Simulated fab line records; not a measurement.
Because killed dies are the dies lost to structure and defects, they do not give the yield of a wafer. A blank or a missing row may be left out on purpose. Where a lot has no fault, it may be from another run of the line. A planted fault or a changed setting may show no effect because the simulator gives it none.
Struck lot and sound lot, side by side	flow sky130	14 steps out of a route of 708
Sound: wafers L181.1, L181.2, L181.4. Struck: wafers L175.1, L175.2, L175.3. The cause is named last.
Per side, at each step with rows, come the tool, then ch with its chambers, and then its first start. Under that, the readings that differ: sound wafers	struck wafers	difference of the means	sigmas: that difference in standard deviations of wafers without a fault.
alike: a reading whose means differ by less than 2 such deviations, as well as words and numbers matching on both sides. not compared: withheld readings; readings where some wafer has no value; bounds like >300 that might hide an equal value; numbers whose values overlap and for which the record gives no deviation.
The two part at a step that has a row with sigmas, a row that says differs or no value, or rows on one side only. Numbers that have no deviation but don't overlap get no sigmas and don't part them. A reading that every wafer of one side lacks parts them only if that side has two wafers or more.

first, 5 steps without rows for these wafers: SKY_POLY_GATE_COAT_08 (resist thk 450 nm); SKY_POLY_GATE_SOFTBAKE_09 (time 90 s); SKY_POLY_GATE_EXPOSE_10 (exposes mask P1M, target cd 150 nm); SKY_POLY_GATE_PEB_11; SKY_POLY_GATE_DEVELOP_12 (develop time 60 s).
SKY_POLY_GATE_CD_MEAS_13: the cd target is 150 nm.
  sound on cd-sem-01 at day 23 09:08; struck on cd-sem-01 at day 21 00:32
  alike: cd-nm
SKY_POLY_GATE_OVL_MEAS_14:
  sound on overlay-02 at day 23 09:16; struck on overlay-02 at day 21 00:39
  alike: POLY_GATE_OVL
SKY_POLY_GATE_ETCH_15: etches BARC in N2/H2, stops on SiO2, time 118.5 s, target depth 110 nm.
  sound on rie-diel-04 ch 0,1,3, day 23 09:18; struck on rie-diel-02 ch 1,2,3, day 21 00:41
  alike: drypump-motor-current-A, oes-product-au, throttle-valve-pct
  not compared: rf-hours-counter-h
SKY_POLY_GATE_ETCH_16: etches Si3N4 in CH3F/O2, stops on poly-Si, time 147.5 s, target depth 75 nm.
  sound on rie-diel-04 ch 0,1,3, day 23 09:23; struck on rie-diel-02 ch 1,2,3, day 21 00:46
  alike: drypump-motor-current-A, oes-product-au, throttle-valve-pct
  not compared: rf-hours-counter-h
SKY_POLY_GATE_ETCH_17: etches poly-Si in HBr/Cl2, stops on SiO2, target depth 180 nm, time 70.5 s.
  sound on rie-si-02 ch 0,2,3, day 23 09:29; struck on rie-si-01 ch 1,2,3, day 21 00:52
  alike: drypump-motor-current-A, oes-product-au, throttle-valve-pct
  not compared: rf-hours-counter-h
SKY_POLY_GATE_STRIP_18: strips in O2/N2.
  sound on plasma-asher-03 ch 0,1, day 23 09:32; struck on plasma-asher-03 ch 0,1, day 21 00:56
  alike: drypump-motor-current-A, oes-product-au, strip-time-to-endpoint-s
  not compared: rf-hours-counter-h
then, 1 step without rows for these wafers: SKY_POLY_GATE_CLEAN_19 (cleans in SC1/SC2, time 150 s).
SKY_POLY_GATE_OXIDATION_20: stabilise 600 s, purge 300 s, target thk 4 nm.
  sound on furnace-01 ch 0, day 23 10:08; struck on furnace-01, day 21 01:05
  no value came back on the struck wafers for ox-temp-c (C), ox-temp-c-max, spike-tc-centre-C (C), zone-power-top-pct (%); on the sound wafers ox-temp-c (C) reads 849.7 851.0 849.9
SKY_POLY_GATE_CD_MEAS_22:
  sound on cd-sem-01 at day 23 11:26; struck on cd-sem-02 at day 21 02:26
  alike: cd-nm

WHERE THEY PART
At SKY_POLY_GATE_OXIDATION_20 and nowhere else, as far as this record goes. Later steps at which nothing parts them and some readings are alike: SKY_POLY_GATE_CD_MEAS_22.

WHY: what had been put in by the simulator
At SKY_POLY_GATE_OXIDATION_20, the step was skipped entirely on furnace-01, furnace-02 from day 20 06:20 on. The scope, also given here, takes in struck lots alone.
